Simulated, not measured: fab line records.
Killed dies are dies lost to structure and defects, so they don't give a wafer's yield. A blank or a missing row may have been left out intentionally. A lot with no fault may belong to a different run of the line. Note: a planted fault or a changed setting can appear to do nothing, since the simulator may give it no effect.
fab line records | flow sky130
[record] lots = 10 wafers = 30 last_day = 50
route steps=708 shown METAL4@635 VIA4@641 METAL5@663 PAD_OPEN@708
lots that met no fault: taken from a fault-free run of the same line
start_h: hours from the record's opening day to when the first of the lot's shown wafers began | wait_h: hours elapsed since this lot's preceding step | " same as the row above | L1.1+2: a single row standing in for several wafers | - no value present, or no start provided | * or withheld: withheld | < > ~ a bound
route shown NAME@n: names a module that has steps shown in the file, with the first one's number in the route | usual: average and standard deviation across the fault-free wafers | same: alike in all rows | chamber/n: place in a boat | sites: the reading at each site | _std_site: standard deviation across them | _edge_site: outer sites' mean less inner sites' | radius_mm: how far each site lies from the wafer's centre | mask NAME#n: copy n | behind: the most recent tool/chamber to have shaped the wafer | hold: why the lot was held/for how many hours/how that ended | device: names the non-switching transistor (n, p or np) | end of line: the same wafers' tests at the end of the route | where a step has no rows: the recipe by itself | killed: count of dies lost to structure and defects at first sort (not the wafer's yield) | map: a wafer's dies, x killed, . not, _ none there
set.NAME: the setting as run; set.NAME@STEP: as run at that earlier step | model.NAME: the simulator's own value behind a step, which no gauge read
route steps across a sampled set of lots; one table per step, one row per wafer
services: the hour from which a tool's chamber was out of use, counted from the record's first day as start_h (under 0 if before that day), plus the number of hours and why
[[steps]]
[step SKY_METAL4_STRIP_19]
[recipe] chemistry = O2/N2 power_w = 1400 pressure_mtorr = 1500 platen_temp_c = withheld o2_flow_sccm = 3000 n2_flow_sccm = 300 overash_fraction = 0.5
[usual] drypump_motor_current_A = 5.6/0.5 oes_product_au = 0.501/0.0068 strip_time_to_endpoint_s = 6.50/0.13
// columns lot.wafer tool chamber start_h wait_h drypump_motor_current_A oes_product_au rf_hours_counter_h strip_time_to_endpoint_s
L350.3 plasma_asher-02 0 987.22 0.1 5.0 0.506 - 6.57
L350.4 " 1 " " 5.5 0.491 - 6.38
L350.6 " 1 " " 5.5 0.504 - 6.56
L353.1 plasma_asher-03 0 1025.04 0.1 5.8 0.505 27 6.53
L353.2 " 1 " " 6.5 0.503 27 6.51
L353.4 " 0 " " 5.8 0.503 - 6.53
L352.1 plasma_asher-03 0 1029.80 0.1 5.8 0.506 27 6.72
L352.4 " 0 " " 5.8 0.507 - 6.51
L352.6 " 1 " " 6.5 0.512 - 6.74
L356.2 plasma_asher-03 1 1036.39 0.1 6.5 0.489 28 6.41
L356.4 " 0 " " 5.8 0.501 - 6.40
L356.5 " 1 " " 6.5 0.495 - 6.40
L358.4 plasma_asher-03 1 1066.62 0.1 6.5 0.508 - 6.59
L358.5 " 0 " " 5.8 0.500 - 6.52
L358.6 " 1 " " 6.5 0.505 - 6.50
L360.3 plasma_asher-04 0 1066.74 0.1 6.2 0.501 - 6.38
L360.4 " 1 " " 5.2 0.507 - 6.60
L360.5 " 0 " " 6.2 0.498 - 6.48
L362.2 plasma_asher-02 0 1074.44 0.1 5.0 0.504 99 6.67
L362.3 " 1 " " 5.5 0.501 - 6.63
L362.5 " 0 " " 5.0 0.503 - 6.61
L366.1 plasma_asher-04 0 1090.69 0.1 6.2 0.501 64 6.57
L366.4 " 0 " " 6.2 0.500 - 6.62
L366.6 " 0 " " 6.2 0.489 - 6.23
L369.1 plasma_asher-02 0 1106.22 0.3 5.0 0.492 102 6.41
L369.2 " 1 " " 5.5 0.501 102 6.42
L369.3 " 0 " " 5.0 0.495 - 6.33
L371.1 plasma_asher-02 0 1117.69 0.2 5.0 0.492 103 6.29
L371.3 " 0 " " 5.0 0.504 - 6.71
L371.4 " 1 " " 5.5 0.488 - 6.35
[step SKY_VIA4_CMP_02]
[recipe] material = SiO2 down_force_psi = 4 platen_rpm = 60 pad_velocity_m_s = 0.94248
[usual] motor_current_A = 12.2/1.2
// columns lot.wafer tool chamber start_h wait_h motor_current_A
L350.4 cmp-02 0 988.02 0.0 13.1
L350.3 " 2 " " 11.9
L350.6 " 1 " " 13.5
L353.4 cmp-01 2 1025.93 0.1 12.9
L353.2 " 3 " " 11.4
L353.1 " 0 " " 13.9
L352.1 cmp-01 0 1030.74 0.1 13.7
L352.4 " 1 " " 11.9
L352.6 " 3 " " 11.6
L356.2 cmp-01 0 1037.36 0.1 13.4
L356.4 " 1 " " 11.6
L356.5 " 2 " " 12.7
L358.4 cmp-02 3 1067.52 0.1 9.9
L358.5 " 1 " " 12.8
L358.6 " 2 " " 12.3
L360.3 cmp-01 3 1067.57 0.0 11.1
L360.4 " 1 " " 11.7
L360.5 " 3 " " 11.1
L362.3 cmp-01 1 1075.32 0.1 12.3
L362.2 " 2 " " 13.7
L362.5 " 0 " " 13.4
L366.4 cmp-01 3 1091.61 0.0 11.8
L366.1 " 0 " " 14.1
L366.6 " 0 " " 13.9
L369.3 cmp-02 3 1107.06 0.0 9.8
L369.1 " 0 " " 13.5
L369.2 " 1 " " 13.8
L371.3 cmp-02 2 1118.57 0.0 12.5
L371.4 " 0 " " 13.1
L371.1 " 1 " " 12.9
[step SKY_VIA4_CVD_18]
[recipe] material = W target_thk_nm = 505 time_s = 152.14 temp_c = 400 pressure_torr = 40
[usual] chamber_pressure_Torr = 40.01/0.093 heater_power_w = 832/55 susceptor_temp_C = 400.01/0.19
// columns lot.wafer tool chamber start_h wait_h chamber_pressure_Torr heater_power_w susceptor_temp_C
L350.3 cvd_w-02 1 1011.44 0.1 39.99 818 400.05
L350.4 " 0 " " 40.12 802 399.76
L350.6 " 1 " " 39.92 812 400.04
L353.1 cvd_w-02 0 1048.39 0.0 40.04 820 399.91
L353.2 " 1 " " 39.91 806 399.98
L353.4 " 0 " " 39.98 831 400.15
L352.1 cvd_w-02 0 1053.00 0.0 40.03 808 399.79
L352.4 " 1 " " 39.83 811 399.73
L352.6 " 0 " " 40.10 818 399.95
L356.2 cvd_w-02 0 1060.11 0.0 40.16 803 400.08
L356.4 " 1 " " 40.13 789 400.01
L356.5 " 1 " " 40.08 804 399.92
L358.4 cvd_w-02 0 1088.74 0.1 40.04 816 399.81
L358.5 " 0 " " 40.02 819 400.13
L358.6 " 1 " " 40.12 811 400.22
L360.3 cvd_w-01 0 1089.66 0.1 39.98 800 400.06
L360.4 " 1 " " 39.83 936 399.89
L360.5 " 1 " " 39.97 964 399.96
L362.2 cvd_w-02 1 1096.30 0.0 40.01 857 412.99
L362.3 " 1 " " 40.05 879 412.92
L362.5 " 0 " " 39.99 870 412.78
L366.1 cvd_w-01 1 1112.73 0.0 40.03 920 399.94
L366.4 " 1 " " 39.89 933 400.11
L366.6 " 0 " " 39.91 794 400.03
L369.1 cvd_w-01 0 1128.09 0.0 40.02 792 399.46
L369.2 " 1 " " 40.01 950 399.93
L369.3 " 0 " " 39.87 794 399.38
L371.1 cvd_w-01 0 1138.42 0.0 39.96 821 400.04
L371.3 " 1 " " 40.08 958 400.27
L371.4 " 0 " " 39.83 801 400.04
[step SKY_VIA4_RS_MEAS_19]
[recipe] thk_meas_gauge = four-point-probe reads = W_of_VIA4_CVD_18+TiN_of_VIA4_SPUTTER_17
[usual] VIA4_W_RS = 0.2241/0.0029
// columns lot.wafer tool chamber start_h wait_h hold VIA4_W_RS[ohm/sq]
L350.3 film_metro-02 - 1011.58 0.1 - 0.2238
L350.4 " - " " - 0.2258
L350.6 " - " " - 0.2210
L353.1 film_metro-04 - 1048.54 0.1 - 0.2237
L353.2 " - " " - 0.2231
L353.4 " - " " - 0.2222
L352.1 film_metro-02 - 1053.15 0.1 - 0.2245
L352.4 " - " " - 0.2210
L352.6 " - " " - 0.2196
L356.2 film_metro-02 - 1060.28 0.1 - 0.2209
L356.4 " - " " - 0.2203
L356.5 " - " " - 0.2211
L358.4 film_metro-03 - 1088.90 0.1 - 0.2235
L358.5 " - " " - 0.2272
L358.6 " - " " - 0.2250
L360.3 film_metro-04 - 1089.80 0.1 - 0.2290
L360.4 " - " " - 0.2243
L360.5 " - " " - 0.2222
L362.2 film_metro-04 - 1096.47 0.1 await_dispo/0.2h/release 0.1750
L362.3 " - " " await_dispo/0.2h/release 0.1747
L362.5 " - " " await_dispo/0.2h/release 0.1762
L362.2 film_metro-04 - 1096.91 0.4 - 0.1754
L362.3 " - " " - 0.1747
L362.5 " - " " - 0.1758
L366.1 film_metro-02 - 1112.88 0.1 - 0.2271
L366.4 " - " " - 0.2262
L366.6 " - " " - 0.2264
L369.1 film_metro-02 - 1128.24 0.1 - 0.2288
L369.2 " - " " - 0.2292
L369.3 " - " " - 0.2279
L371.1 film_metro-02 - 1138.57 0.1 - 0.2266
L371.3 " - " " - 0.2239
L371.4 " - " " - 0.2266
[step SKY_VIA4_THK_MEAS_20]
[recipe] thk_meas_gauge = xrf reads = W_of_VIA4_CVD_18
[usual] VIA4_W_THK = 503/7.1
// columns lot.wafer tool chamber start_h wait_h hold VIA4_W_THK[nm]
L350.3 film_metro-02 - 1011.68 0.1 - 504
L350.4 " - " " - 502
L350.6 " - " " - 511
L353.1 film_metro-04 - 1048.66 0.1 - 499
L353.2 " - " " - 501
L353.4 " - " " - 504
L352.1 film_metro-02 - 1053.27 0.1 - 506
L352.4 " - " " - 512
L352.6 " - " " - 516
L356.2 film_metro-02 - 1060.39 0.1 - 516
L356.4 " - " " - 512
L356.5 " - " " - 512
L358.4 film_metro-03 - 1088.99 0.1 - 504
L358.5 " - " " - 494
L358.6 " - " " - 502
L360.3 film_metro-04 - 1089.90 0.1 - 486
L360.4 " - " " - 492
L360.5 " - " " - 500
L362.2 film_metro-04 - 1102.97 6.0 await_dispo/0.2h/release 632
L362.3 " - " " await_dispo/0.2h/release 632
L362.5 " - " " await_dispo/0.2h/release 627
L362.2 film_metro-04 - 1103.20 0.2 - 631
L362.3 " - " " - 632
L362.5 " - " " - 628
L366.1 film_metro-02 - 1113.00 0.1 - 503
L366.4 " - " " - 506
L366.6 " - " " - 502
L369.1 film_metro-02 - 1128.36 0.1 - 496
L369.2 " - " " - 497
L369.3 " - " " - 500
L371.1 film_metro-02 - 1138.69 0.1 - 501
L371.3 " - " " - 508
L371.4 " - " " - 500
[step SKY_VIA4_CMP_21]
[recipe] stop_on = SiO2 t_overpolish_s = 25 down_force_psi = 3.5 platen_rpm = 60 target_thk_nm = 0 pad_velocity_m_s = 0.94248
[usual] motor_current_A = 11.2/1.2 time_to_endpoint_s = 123/4.8
// columns lot.wafer tool chamber start_h wait_h hold motor_current_A time_to_endpoint_s
L350.3 cmp-01 3 1012.03 0.3 - 10.8 124
L350.4 " 2 " " - 11.4 123
L350.6 " 3 " " - 9.9 125
L353.2 cmp-01 0 1048.72 0.0 - 12.1 126
L353.1 " 2 " " - 11.5 121
L353.4 " 3 " " - 10.4 121
L352.4 cmp-01 2 1053.33 0.0 - 12.3 121
L352.1 " 0 " " - 12.0 124
L352.6 " 3 " " - 11.0 122
L356.4 cmp-02 0 1060.55 0.1 - 12.2 119
L356.2 " 1 " " - 12.4 129
L356.5 " 3 " " - 9.4 122
L358.4 cmp-01 1 1089.17 0.2 - 10.5 129
L358.6 " 2 " " - 12.0 126
L358.5 " 3 " " - 10.3 120
L360.3 cmp-01 0 1089.94 0.0 - 12.2 127
L360.4 " 3 " " - 9.8 118
L360.5 " 0 " " - 12.3 131
L362.3 cmp-02 2 1107.06 3.8 await_dispo/3.6h/release 11.2 156
L362.2 " 3 " " await_dispo/3.6h/release 8.7 149
L362.5 " 0 " " await_dispo/3.6h/release 13.3 151
L366.4 cmp-02 2 1113.06 0.0 - 11.4 121
L366.1 " 0 " " - 12.5 111
L366.6 " 3 " " - 8.7 111
L369.3 cmp-02 3 1128.42 0.0 - 9.2 115
L369.1 " 0 " " - 12.0 121
L369.2 " 1 " " - 12.1 126
L371.3 cmp-01 1 1138.75 0.0 - 11.1 122
L371.1 " 3 " " - 10.4 119
L371.4 " 0 " " - 12.1 127
[step SKY_METAL5_SPUTTER_02]
[recipe] material = AlCu target_thk_nm = 1150 power_w = 10600 time_s = 61.2 chamber_pressure_pa = 0.4
[usual] throttle_valve_pct = 30.1/1.1
// columns lot.wafer tool chamber start_h wait_h throttle_valve_pct
L350.3 pvd_sputter-03 - 1012.38 0.0 29.3
L350.4 " - " " 29.0
L350.6 " - " " 28.8
L353.1 pvd_sputter-03 - 1049.07 0.0 28.3
L353.2 " - " " 28.7
L353.4 " - " " 30.8
L352.1 pvd_sputter-03 - 1053.68 0.0 28.3
L352.4 " - " " 29.4
L352.6 " - " " 28.6
L356.2 pvd_sputter-02 - 1060.82 0.0 30.8
L356.4 " - " " 31.0
L356.5 " - " " 30.8
L358.4 pvd_sputter-03 - 1089.37 0.0 28.4
L358.5 " - " " 29.3
L358.6 " - " " 29.0
L360.3 pvd_sputter-02 - 1090.29 0.0 31.0
L360.4 " - " " 30.8
L360.5 " - " " 30.8
L362.2 pvd_sputter-04 - 1107.33 0.0 30.0
L362.3 " - " " 31.8
L362.5 " - " " 31.6
L366.1 pvd_sputter-02 - 1113.41 0.0 32.0
L366.4 " - " " 30.9
L366.6 " - " " 29.9
L369.1 pvd_sputter-03 - 1128.77 0.0 31.1
L369.2 " - " " 28.9
L369.3 " - " " 29.1
L371.1 pvd_sputter-04 - 1139.10 0.0 31.7
L371.3 " - " " 30.1
L371.4 " - " " 29.5
[step SKY_PAD_OPEN_PROBE_99]
[usual] defect_limited_yield = 82.8/1.9 killed_at_M0_to_M3 = 43/7.5 killed_at_M4_up = 2.8/1.8 killed_at_contacts = 24/5.3 killed_at_front_end = 14/4.2 killed_at_other = 0.3/0.54 killed_dies = 84/9.4 killed_open = 46/7.1 killed_short = 38/6.6 sort_bin_3_pad_short = 0.8/0.42 sort_bin_5_function = 10.1/1.4 sort_bin_6_memory = 6.2/1.1 sort_n_pass = 408/9.4 sort_yield_pct = 82.8/1.9
[same] gross_dies = 492 killed_at_back_side = 0 sort_bin_4_leakage[%] = 0 sort_bin_8_speed[%] = 0
// columns lot.wafer tool chamber start_h wait_h defect_limited_yield[%] killed_at_M0_to_M3 killed_at_M4_up killed_at_contacts killed_at_front_end killed_at_other killed_dies killed_open killed_short sort_bin_3_pad_short[%] sort_bin_5_function[%] sort_bin_6_memory[%] sort_n_pass sort_yield_pct[%]
L350.3 prober-01 - 1082.36 0.2 83.9 41 0 22 14 2 79 51 26 0.6 10.8 4.7 413 83.9
L350.4 prober-01 - 1082.41 0.2 81.1 50 5 22 15 1 93 59 34 0.6 11.2 7.1 399 81.1
L350.6 prober-01 - 1082.51 0.2 81.1 48 1 25 19 0 93 54 39 0.8 10.0 8.1 399 81.1
L353.1 prober-02 - 1115.43 0.1 85.2 38 1 26 8 0 73 41 32 0.6 8.7 5.5 419 85.2
L353.2 prober-02 - 1115.48 0.1 82.3 44 1 21 20 1 87 46 41 1.6 10.0 6.1 405 82.3
L353.4 prober-02 - 1115.58 0.2 81.7 39 5 32 14 0 90 44 46 0.8 10.2 7.3 402 81.7
L352.1 prober-01 - 1118.96 0.1 81.3 48 1 29 13 1 92 43 49 1.4 11.0 6.3 400 81.3
L352.4 prober-01 - 1119.11 0.2 81.1 53 1 22 17 0 93 54 39 1.8 9.6 7.5 399 81.1
L352.6 prober-01 - 1119.21 0.2 83.1 46 4 19 14 0 83 39 44 0.4 10.8 5.7 409 83.1
L356.2 prober-01 - 1126.39 0.1 81.1 45 2 30 16 0 93 52 40 0.6 11.2 7.1 399 81.1
L356.4 prober-01 - 1126.49 0.2 82.3 44 3 19 21 0 87 40 46 0.8 10.8 6.1 405 82.3
L356.5 prober-01 - 1126.54 0.2 82.7 39 1 33 10 2 85 45 39 0.4 9.6 7.3 407 82.7
L358.4 prober-01 - 1152.91 0.2 83.5 42 0 29 10 0 81 52 29 1.4 9.1 5.9 411 83.5
L358.5 prober-01 - 1152.96 0.2 82.7 50 2 12 21 0 85 42 43 1.0 10.6 5.7 407 82.7
L358.6 prober-01 - 1153.01 0.2 82.5 46 1 24 15 0 86 42 44 1.4 9.8 6.3 406 82.5
L360.3 prober-02 - 1153.93 0.2 83.9 38 3 29 9 0 79 39 40 1.0 7.7 7.3 413 83.9
L360.4 prober-02 - 1153.98 0.2 82.5 45 4 26 10 1 86 49 37 0.8 9.8 6.9 406 82.5
L360.5 prober-02 - 1154.03 0.2 83.5 40 4 29 8 0 81 46 35 0.2 10.4 5.9 411 83.5
L362.2 prober-02 - 1157.77 0.1 79.5 46 1 31 23 0 101 53 48 1.4 13.6 5.5 391 79.5
L362.3 prober-02 - 1157.82 0.2 78.5 58 6 21 20 1 106 58 48 1.2 12.4 7.9 386 78.5
L362.5 prober-02 - 1157.92 0.2 78.9 54 8 28 13 1 104 47 56 1.4 13.0 6.7 388 78.9
L366.1 prober-01 - 1172.30 0.1 85.2 32 2 22 17 0 73 40 32 1.4 7.5 5.9 419 85.2
L366.4 prober-01 - 1172.45 0.2 87.0 34 2 17 11 0 64 34 29 0.2 8.3 4.5 428 87.0
L366.6 prober-01 - 1172.55 0.2 81.7 48 1 24 16 1 90 43 47 1.2 8.3 8.7 402 81.7
L369.1 prober-02 - 1184.68 0.1 83.9 29 7 25 17 1 79 43 35 0.6 8.9 6.5 413 83.9
L369.2 prober-02 - 1184.73 0.1 86.6 27 0 20 18 1 66 34 32 0.2 7.3 5.9 426 86.6
L369.3 prober-02 - 1184.78 0.2 84.8 33 7 21 14 0 75 38 36 0.6 8.5 6.1 417 84.8
L371.1 prober-01 - 1194.22 0.1 81.7 44 4 27 15 0 90 50 38 0.8 10.0 7.5 402 81.7
L371.3 prober-01 - 1194.32 0.2 82.3 51 3 21 11 1 87 58 29 0.2 11.2 6.3 405 82.3
L371.4 prober-01 - 1194.37 0.2 87.6 33 4 16 8 0 61 34 27 0.6 8.1 3.7 431 87.6
// killed by level:class
L350.3 VIA1:geometric_particle:open=17 CONTACT:geometric_particle:open=11 POLY_GATE:geometric_particle:open=6 VIA1:geometric_particle:short=5 LI_CONTACT:geometric_particle:open=5 VIA2:geometric_particle:open=5 FIELD_ISO:geometric_particle:open=4 LOCAL_INTERCONNECT:geometric_particle:short=3
L350.4 VIA1:geometric_particle:open=14 VIA3:geometric_particle:open=11 CONTACT:geometric_particle:open=10 VIA2:geometric_particle:open=8 LI_CONTACT:geometric_particle:open=6 VIA2:geometric_particle:short=5 METAL4:geometric_particle:short=5 POLY_GATE:geometric_particle:short=4
L350.6 VIA1:geometric_particle:open=13 LI_CONTACT:geometric_particle:open=10 VIA1:geometric_particle:short=8 VIA3:geometric_particle:open=7 CONTACT:geometric_particle:open=7 METAL1:geometric_particle:short=7 VIA2:geometric_particle:open=5 FIELD_ISO:geometric_particle:open=4
L353.1 CONTACT:geometric_particle:open=11 VIA1:geometric_particle:open=10 VIA2:geometric_particle:open=7 LOCAL_INTERCONNECT:geometric_particle:short=6 METAL2:geometric_particle:short=5 VIA2:geometric_particle:short=5 LI_CONTACT:geometric_particle:open=3 LI_CONTACT:geometric_particle:short=3
L353.2 CONTACT:geometric_particle:open=10 VIA1:geometric_particle:open=8 VIA1:geometric_particle:short=7 FIELD_ISO:geometric_particle:short=6 POLY_GATE:geometric_particle:open=6 VIA3:geometric_particle:open=6 METAL1:geometric_particle:short=6 METAL2:geometric_particle:short=6
L353.4 CONTACT:geometric_particle:open=13 VIA1:geometric_particle:open=11 CONTACT:geometric_particle:short=9 METAL1:geometric_particle:short=6 METAL2:geometric_particle:short=6 POLY_GATE:geometric_particle:open=5 METAL2:geometric_particle:open=4 LI_CONTACT:geometric_particle:open=4
L352.1 CONTACT:geometric_particle:open=10 VIA1:geometric_particle:short=9 CONTACT:geometric_particle:short=7 VIA1:geometric_particle:open=7 LI_CONTACT:geometric_particle:open=6 POLY_GATE:geometric_particle:short=5 VIA2:geometric_particle:open=5 METAL1:geometric_particle:short=5
L352.4 VIA1:geometric_particle:open=16 VIA3:geometric_particle:open=11 METAL3:geometric_particle:short=6 POLY_GATE:geometric_particle:short=5 VIA2:geometric_particle:open=5 CONTACT:geometric_particle:open=5 POLY_GATE:geometric_particle:open=4 LI_CONTACT:geometric_particle:open=4
L352.6 VIA2:geometric_particle:open=8 METAL2:geometric_particle:short=8 VIA3:geometric_particle:open=8 LOCAL_INTERCONNECT:geometric_particle:short=6 POLY_GATE:geometric_particle:open=5 METAL1:geometric_particle:short=5 VIA1:geometric_particle:open=5 POLY_GATE:geometric_particle:short=4
L356.2 CONTACT:geometric_particle:open=13 VIA1:geometric_particle:open=13 LI_CONTACT:geometric_particle:open=8 VIA1:geometric_particle:short=6 METAL1:geometric_particle:short=5 VIA2:geometric_particle:short=5 POLY_GATE:geometric_particle:open=4 POLY_GATE:geometric_particle:short=4
L356.4 VIA1:geometric_particle:open=10 CONTACT:geometric_particle:open=7 VIA2:geometric_particle:open=7 METAL1:geometric_particle:short=6 FIELD_ISO:geometric_particle:open=5 VIA1:geometric_particle:short=5 VIA2:geometric_particle:short=5 FIELD_ISO:geometric_particle:short=4
L356.5 LI_CONTACT:geometric_particle:open=11 CONTACT:geometric_particle:open=10 METAL1:geometric_particle:short=10 VIA1:geometric_particle:open=9 LOCAL_INTERCONNECT:geometric_particle:short=6 VIA2:geometric_particle:open=6 METAL2:geometric_particle:short=5 CONTACT:geometric_particle:short=4
L358.4 CONTACT:geometric_particle:open=14 LI_CONTACT:geometric_particle:open=9 VIA2:geometric_particle:open=8 VIA1:geometric_particle:open=8 METAL1:geometric_particle:short=6 POLY_GATE:geometric_particle:short=5 VIA1:geometric_particle:short=5 POLY_GATE:geometric_particle:open=4
L358.5 VIA1:geometric_particle:open=13 VIA3:geometric_particle:open=8 CONTACT:geometric_particle:short=7 VIA2:geometric_particle:open=7 POLY_GATE:geometric_particle:short=6 VIA3:geometric_particle:short=6 FIELD_ISO:geometric_particle:short=5 FIELD_ISO:geometric_particle:open=4
L358.6 VIA1:geometric_particle:open=13 VIA1:geometric_particle:short=10 LI_CONTACT:geometric_particle:open=7 CONTACT:geometric_particle:open=7 POLY_GATE:geometric_particle:short=6 FIELD_ISO:geometric_particle:short=5 METAL1:geometric_particle:short=5 CONTACT:geometric_particle:short=4
L360.3 LOCAL_INTERCONNECT:geometric_particle:short=14 CONTACT:geometric_particle:open=11 VIA1:geometric_particle:open=8 VIA2:geometric_particle:short=5 VIA2:geometric_particle:open=5 VIA3:geometric_particle:open=5 FIELD_ISO:geometric_particle:short=4 METAL2:geometric_particle:short=4
L360.4 VIA1:geometric_particle:open=12 CONTACT:geometric_particle:open=11 LI_CONTACT:geometric_particle:open=8 METAL2:geometric_particle:short=8 METAL1:geometric_particle:short=6 VIA2:geometric_particle:open=6 FIELD_ISO:geometric_particle:short=4 FIELD_ISO:geometric_particle:open=3
L360.5 CONTACT:geometric_particle:open=11 VIA3:geometric_particle:open=7 LI_CONTACT:geometric_particle:open=6 CONTACT:geometric_particle:short=6 VIA1:geometric_particle:open=6 VIA2:geometric_particle:open=5 LOCAL_INTERCONNECT:geometric_particle:short=5 VIA1:geometric_particle:short=5
L362.2 VIA2:geometric_particle:open=10 LI_CONTACT:geometric_particle:open=8 LOCAL_INTERCONNECT:geometric_particle:short=7 VIA3:geometric_particle:open=7 METAL1:geometric_particle:short=7 FIELD_ISO:geometric_particle:open=6 CONTACT:geometric_particle:open=6 LI_CONTACT:geometric_particle:short=6
L362.3 VIA2:geometric_particle:open=13 VIA1:geometric_particle:open=9 METAL2:geometric_particle:short=9 POLY_GATE:geometric_particle:short=8 POLY_GATE:geometric_particle:open=7 CONTACT:geometric_particle:open=7 VIA3:geometric_particle:open=6 LOCAL_INTERCONNECT:geometric_particle:short=6
L362.5 VIA1:geometric_particle:open=11 CONTACT:geometric_particle:open=9 VIA3:geometric_particle:open=8 METAL1:geometric_particle:short=7 VIA1:geometric_particle:short=7 LI_CONTACT:geometric_particle:open=6 METAL4:geometric_particle:short=6 LOCAL_INTERCONNECT:geometric_particle:short=5
L366.1 CONTACT:geometric_particle:open=10 METAL1:geometric_particle:short=6 LI_CONTACT:geometric_particle:open=5 CONTACT:geometric_particle:short=5 VIA2:geometric_particle:open=5 VIA1:geometric_particle:open=4 POLY_GATE:geometric_particle:short=4 VIA3:geometric_particle:open=4
L366.4 CONTACT:geometric_particle:open=8 METAL1:geometric_particle:short=7 VIA3:geometric_particle:open=6 VIA1:geometric_particle:open=5 LI_CONTACT:geometric_particle:open=4 FIELD_ISO:geometric_particle:open=3 VIA1:geometric_particle:short=3 VIA2:geometric_particle:open=3
L366.6 CONTACT:geometric_particle:open=9 VIA1:geometric_particle:open=8 METAL1:geometric_particle:short=8 VIA2:geometric_particle:open=7 VIA3:geometric_particle:short=7 POLY_GATE:geometric_particle:short=6 LI_CONTACT:geometric_particle:open=6 CONTACT:geometric_particle:short=5
L369.1 LI_CONTACT:geometric_particle:open=11 CONTACT:geometric_particle:open=7 VIA1:geometric_particle:open=6 CONTACT:geometric_particle:short=5 METAL2:geometric_particle:short=5 FIELD_ISO:geometric_particle:open=4 POLY_GATE:geometric_particle:short=4 VIA1:geometric_particle:short=4
L369.2 CONTACT:geometric_particle:open=7 LI_CONTACT:geometric_particle:open=6 FIELD_ISO:geometric_particle:short=5 VIA1:geometric_particle:open=5 METAL1:geometric_particle:short=5 POLY_GATE:geometric_particle:open=4 CONTACT:geometric_particle:short=4 METAL2:geometric_particle:short=4
L369.3 VIA3:geometric_particle:open=8 CONTACT:geometric_particle:open=7 METAL2:geometric_particle:short=5 METAL1:geometric_particle:short=5 METAL3:geometric_particle:short=5 CONTACT:geometric_particle:short=4 FIELD_ISO:geometric_particle:short=3 POLY_GATE:geometric_particle:open=3
L371.1 CONTACT:geometric_particle:open=8 LI_CONTACT:geometric_particle:open=8 VIA2:geometric_particle:open=8 VIA3:geometric_particle:open=8 METAL1:geometric_particle:short=7 CONTACT:geometric_particle:short=6 VIA1:geometric_particle:open=6 FIELD_ISO:geometric_particle:short=5
L371.3 VIA1:geometric_particle:open=17 VIA2:geometric_particle:open=10 VIA3:geometric_particle:open=9 LI_CONTACT:geometric_particle:open=8 CONTACT:geometric_particle:open=7 METAL2:geometric_particle:short=6 CONTACT:geometric_particle:short=4 VIA2:geometric_particle:short=4
L371.4 VIA1:geometric_particle:open=8 LI_CONTACT:geometric_particle:open=7 METAL1:geometric_particle:short=6 CONTACT:geometric_particle:open=5 VIA1:geometric_particle:short=4 VIA2:geometric_particle:open=4 VIA3:geometric_particle:open=4 POLY_GATE:geometric_particle:open=3
[[services]]
// columns tool chamber start_h hours kind
pvd_sputter-04 - 972.43 3.3 repair
plasma_asher-04 - 989.81 3.2 repair
cmp-01 - 998.84 5.9 repair
cmp-01 - 1004.75 5.0 pm
cmp-02 - 1005.76 2.2 repair
cmp-01 - 1010.12 1.9 repair
cvd_w-01 - 1015.60 1.3 repair
pvd_sputter-03 - 1031.46 3.3 repair
cmp-01 - 1037.87 4.7 pm
plasma_asher-04 - 1042.11 15.6 pm
cvd_w-02 - 1042.83 2.8 pm
cmp-01 - 1044.21 0.6 repair
cmp-02 - 1051.98 3.5 pm
cvd_w-01 - 1052.85 0.5 repair
pvd_sputter-04 - 1071.87 23.0 repair
cmp-01 - 1084.22 4.0 pm
pvd_sputter-03 - 1090.15 1.6 repair
pvd_sputter-04 - 1113.19 7.2 repair
plasma_asher-02 - 1113.72 1.1 repair
cmp-01 - 1117.48 7.9 pm
cmp-02 - 1121.03 4.4 repair
pvd_sputter-02 - 1128.42 5.1 repair
pvd_sputter-04 - 1131.02 2.8 repair
pvd_sputter-02 - 1137.59 9.0 repair
[[key]]
[first_sign] step = SKY_VIA4_CVD_18 reading = susceptor_temp_C direction = up sigmas = 68 usual = * struck = *
[effect] step = SKY_VIA4_RS_MEAS_19 reading = visit direction = added
[effect] step = SKY_VIA4_RS_MEAS_19 reading = VIA4_W_RS direction = down sigmas = 17 usual = 0.2241 struck = 0.1753
[effect] step = SKY_VIA4_THK_MEAS_20 reading = visit direction = added
[effect] step = SKY_VIA4_THK_MEAS_20 reading = VIA4_W_THK direction = up sigmas = 18 usual = 503 struck = 630
[effect] step = SKY_VIA4_CMP_21 reading = time_to_endpoint_s direction = up sigmas = 6 usual = * struck = *
met_at SKY_VIA4_CVD_18
struck_lots L362
not_acting_at SKY_METAL4_STRIP_19,SKY_VIA4_CMP_02,SKY_METAL5_SPUTTER_02
onset_between 1088.74 1096.30
[fault] kind = process_parameter_drift tool = cvd_w-02 chamber = - onset_h = 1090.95 steps = SKY_VIA4_CVD_18 channel = temp_c offset = * shape = step acts_in = * stated = *
